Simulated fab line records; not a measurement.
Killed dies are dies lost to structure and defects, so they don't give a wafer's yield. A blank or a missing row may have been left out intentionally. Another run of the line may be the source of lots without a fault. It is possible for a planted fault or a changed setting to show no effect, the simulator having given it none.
One fault seen from 2 desks    flow sky130    every desk sees just its own numbers, and what lay behind them comes last

## TOOL OWNER'S DESK, rie_diel-02
The tool's own readings at SKY_POLY_CUT_ETCH_11 (etches Si3N4 in CF4/CH2F2/Ar, stops on poly-Si, time 42.5 s, target depth 60 nm): means of the sampled wafers that have a number, for each lot that ran on this tool. A lot is out of limits, marked OUT, if its mean lies more than 4 standard deviations from the usual mean; the brackets give that distance.
Columns: A = bias_w at SKY_POLY_CUT_ETCH_11, usual 150.0 W; B = drypump_motor_current_A at SKY_POLY_CUT_ETCH_11, usual 5.5 A; C = oes_product_au at SKY_POLY_CUT_ETCH_11, usual 0.829 a.u.; D = throttle_valve_pct at SKY_POLY_CUT_ETCH_11, usual 14.995 %
lot   first seen here  A      B    C      D
L624  day 25 15:43     150.4  5.1  0.828  14.994
L625  day 26 00:07     150.4  5.3  0.829  14.991
L627  day 26 15:49     150.1  5.3  0.831  14.992
L631  day 28 02:10     149.5  5.1  0.832  15.003
L643  day 31 17:53     150.2  5.3  0.832  15.003
This desk's verdict: no lot among the 5 shows anything out of limits.

## METROLOGY DESK
What the gauges read for every lot (on any tool): the sampled wafers with a number, averaged. A lot is out of limits, marked OUT, if its mean lies more than 4 standard deviations from the usual mean; the brackets give that distance.
Columns: A = VIA2_W_THK at SKY_VIA2_THK_MEAS_23, usual 406 nm; B = cd_nm at SKY_VIA3_CD_MEAS_12, usual 199.9 nm
lot   first seen here  A    B
L620  day 36 10:50     406  202.9
L621  day 36 20:31     424  200.7
L623  day 37 09:32     401  200.6
L624  day 37 10:05     400  202.2
L625  day 37 18:43     395  202.3
L626  day 38 04:37     417  197.6
L627  day 38 09:16     420  202.4
L631  day 39 18:05     394  200.2
L635  day 41 11:13     407  199.9
L638  day 42 12:17     402  197.2
L642  day 42 16:56     399  199.5
L643  day 42 21:15     406  199.3
This desk's verdict: no lot among the 12 shows anything out of limits.

## ALL TOGETHER
The tool owner's desk saw nothing out of limits.
Metrology desk: nothing out of limits seen.

## WHAT WAS PUT IN BY THE SIMULATOR
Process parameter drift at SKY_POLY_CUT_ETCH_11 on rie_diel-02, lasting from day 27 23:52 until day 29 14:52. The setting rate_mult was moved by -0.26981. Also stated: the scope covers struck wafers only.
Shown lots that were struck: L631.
